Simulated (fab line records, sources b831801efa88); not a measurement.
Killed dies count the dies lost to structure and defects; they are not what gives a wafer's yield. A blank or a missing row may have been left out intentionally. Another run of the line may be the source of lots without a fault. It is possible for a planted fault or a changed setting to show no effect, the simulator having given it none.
Chamber matching || flow sky130 || SKY_METAL4_ETCH_17 on rie-diel-03: 4 sister chambers
The step etches SiO2 in C4F8/O2/Ar, stops on TiN, time 3.9 s, target depth 15 nm. 4 wafers are shown with their chamber, then 9 later ones without.

== WAFERS, EACH WITH ITS CHAMBER ==
{"wafer": "L164.5", "chamber": 1, "rf-fwd-power-W (W)": 1467}
{"wafer": "L165.1", "chamber": 3, "rf-fwd-power-W (W)": 1485}
{"wafer": "L165.2", "chamber": 2, "rf-fwd-power-W (W)": 1468}
{"wafer": "L165.5", "chamber": 0, "rf-fwd-power-W (W)": 1476}

== WAFERS WITH NO CHAMBER GIVEN ==
{"wafer": "L168.1", "rf-fwd-power-W (W)": 1459}
{"wafer": "L168.2", "rf-fwd-power-W (W)": 1469}
{"wafer": "L168.6", "rf-fwd-power-W (W)": 1476}
{"wafer": "L173.1", "rf-fwd-power-W (W)": 1480}
{"wafer": "L173.2", "rf-fwd-power-W (W)": 1458}
{"wafer": "L173.6", "rf-fwd-power-W (W)": 1480}
{"wafer": "L178.1", "rf-fwd-power-W (W)": 1471}
{"wafer": "L178.3", "rf-fwd-power-W (W)": 1473}
{"wafer": "L178.6", "rf-fwd-power-W (W)": 1470}

== THE CHAMBER EACH PASSED THROUGH ==
{"wafer": "L168.1", "from the rows above": "can't be placed: 1 or 2 or 0", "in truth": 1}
{"wafer": "L168.2", "from the rows above": "can't be placed: 2 or 1 or 0", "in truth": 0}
{"wafer": "L168.6", "from the rows above": "can't be placed: 0 or 2 or 1 or 3", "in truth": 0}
{"wafer": "L173.1", "from the rows above": "can't be placed: 0 or 3 or 2 or 1", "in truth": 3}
{"wafer": "L173.2", "from the rows above": "can't be placed: 1 or 2 or 0", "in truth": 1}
{"wafer": "L173.6", "from the rows above": "can't be placed: 0 or 3 or 2 or 1", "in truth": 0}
{"wafer": "L178.1", "from the rows above": "can't be placed: 2 or 1 or 0", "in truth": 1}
{"wafer": "L178.3", "from the rows above": "can't be placed: 0 or 2 or 1 or 3", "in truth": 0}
{"wafer": "L178.6", "from the rows above": "can't be placed: 2 or 1 or 0", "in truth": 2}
Correct placement for 0 of the 9. Not placeable from these rows: 9 (in 9, the candidates include the true chamber). Wrongly placed: 0.
How it was worked out, from the rows above alone: a wafer's distance from a chamber is the root of the sum, over the readings, of the square of ((its reading less the chamber's mean) divided by the reading's scatter). If the next closest chamber is less than 2 further off than the closest, the wafer can't be placed; otherwise it belongs to the closest. Each chamber's mean is taken over the wafers shown for it. The scatter: with one shown wafer a chamber, the root of the mean of the squares of how far each hidden wafer lies from its nearest shown one.
